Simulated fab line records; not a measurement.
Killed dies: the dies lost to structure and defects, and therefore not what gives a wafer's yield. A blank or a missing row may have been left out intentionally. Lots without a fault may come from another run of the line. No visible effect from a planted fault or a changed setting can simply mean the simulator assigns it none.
A lot that was struck, set against a sound lot || flow sky130 || 15 steps out of a route of 708
Sound: wafers L466.2, L466.4, L466.6. Struck: wafer L460.1 (left out: L460.2, L460.6 of the same lot, which were not struck); the cause appears at the end.
At each step with rows: each side's tool, then ch and its chambers, then its first start. Under that, the readings that differ: sound wafers || struck wafers || difference of the means || sigmas: that difference in standard deviations of wafers without a fault.
alike: words and numbers the same on both sides, and readings whose means are apart by under 2 such deviations; not compared: readings that were withheld, readings missing a value for some wafer, numbers with overlapping values and no deviation given by the record, and bounds like >300 which may hide the same value.
A row with sigmas, a row that says differs or no value, or rows on one side alone: a step with any of these is where the two part. When numbers do not overlap yet have no deviation, they are printed without sigmas and do not part them. A reading that every wafer of one side lacks parts them only if that side has two wafers or more.

first, 2 steps without rows for these wafers: SKY_CONTACT_PEB_12; SKY_CONTACT_DEVELOP_13 (develop time 60 s).
SKY_CONTACT_CD_MEAS_14: the cd target is 170 nm.
  sound on cd-sem-01, day 36 13:41; struck on cd-sem-01, day 34 15:19
  alike: cd-nm
SKY_CONTACT_OVL_MEAS_15:
  sound on overlay-01, day 36 13:48; struck on overlay-02, day 34 15:26
  alike: CONTACT_OVL
SKY_CONTACT_ETCH_16: etches BARC in N2/H2, stops on SiO2, time 45.9 s, target depth 60 nm.
  sound on rie-diel-02 ch 0,1, day 36 13:50; struck on rie-diel-02 ch 3, day 34 15:28
  alike: drypump-motor-current-A, oes-product-au, throttle-valve-pct
  not compared: rf-hours-counter-h
SKY_CONTACT_ETCH_17: etches SiO2 in C4F8/O2/Ar, stops on Si3N4, target depth 340 nm.
  sound on rie-diel-02 ch 0,1, day 36 13:52; struck on rie-diel-02 ch 3, day 34 15:31
  alike: oes-product-au
SKY_CONTACT_ETCH_18: etches Si3N4 in CHF3/O2, stops on TiN, time 39 s, target depth 75 nm.
  sound: rie-diel-02 ch 0,1; struck: rie-diel-02 ch 3
  alike: drypump-motor-current-A, oes-product-au, throttle-valve-pct
  not compared: rf-hours-counter-h
SKY_CONTACT_STRIP_19: strips in O2/N2.
  sound on plasma-asher-03 ch 0,1, day 36 13:58; struck on plasma-asher-02 ch 1, day 34 15:37
  alike: drypump-motor-current-A, oes-product-au, strip-time-to-endpoint-s
  not compared: rf-hours-counter-h
then, 3 steps without rows for these wafers: SKY_CONTACT_STRIP_20 (strips in post etch residue remover, time 1200 s); SKY_CONTACT_CLEAN_21 (cleans in IPA, time 180 s); SKY_CONTACT_CLEAN_22 (cleans in O3/DIW).
SKY_CONTACT_SPUTTER_23: material TiN, target thk 20 nm, time 80 s.
  sound on pvd-sputter-01, day 36 14:34; struck on pvd-sputter-01, day 34 16:12
  alike: throttle-valve-pct
SKY_CONTACT_CVD_24: deposits W, target thk 340 nm, time 102.12 s.
  sound on cvd-w-02 ch 0, day 36 14:37; struck on cvd-w-01 ch 1, day 34 16:16
{"reading": "chamber-pressure-Torr (Torr)", "sound": "39.84 39.85 39.95", "struck": 41.61, "difference": "+1.73", "sigmas": "+21"}
{"reading": "heater-power-w (W)", "sound": "760 773 763", "struck": 1000, "difference": "+235", "sigmas": "+2"}
{"reading": "model.W_of_CONTACT_CVD_24.thk-nm (nm)", "sound": "337.1 339.7 334.8", "struck": 353.4, "difference": "+16.2", "sigmas": ""}
SKY_CONTACT_RS_MEAS_25: the measuring method here is four-point-probe.
  sound on film-metro-01, day 36 14:45; struck on film-metro-01, day 34 16:22
{"reading": "CONTACT_W_RS (ohm/sq)", "sound": "0.340 0.338 0.342", "struck": 0.325, "difference": -0.015, "sigmas": -3}
SKY_PAD_OPEN_PROBE_99:
  rows exist in the record for the sound wafers here (prober-02, day 49 14:47), none for the struck ones

== WHERE THEY PART ==
Last at SKY_PAD_OPEN_PROBE_99 as far as this record goes, first at SKY_CONTACT_CVD_24.

WHY: what the simulator had put in
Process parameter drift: cvd-w-01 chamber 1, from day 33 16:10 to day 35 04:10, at SKY_CONTACT_CVD_24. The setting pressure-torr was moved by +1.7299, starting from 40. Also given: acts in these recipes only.
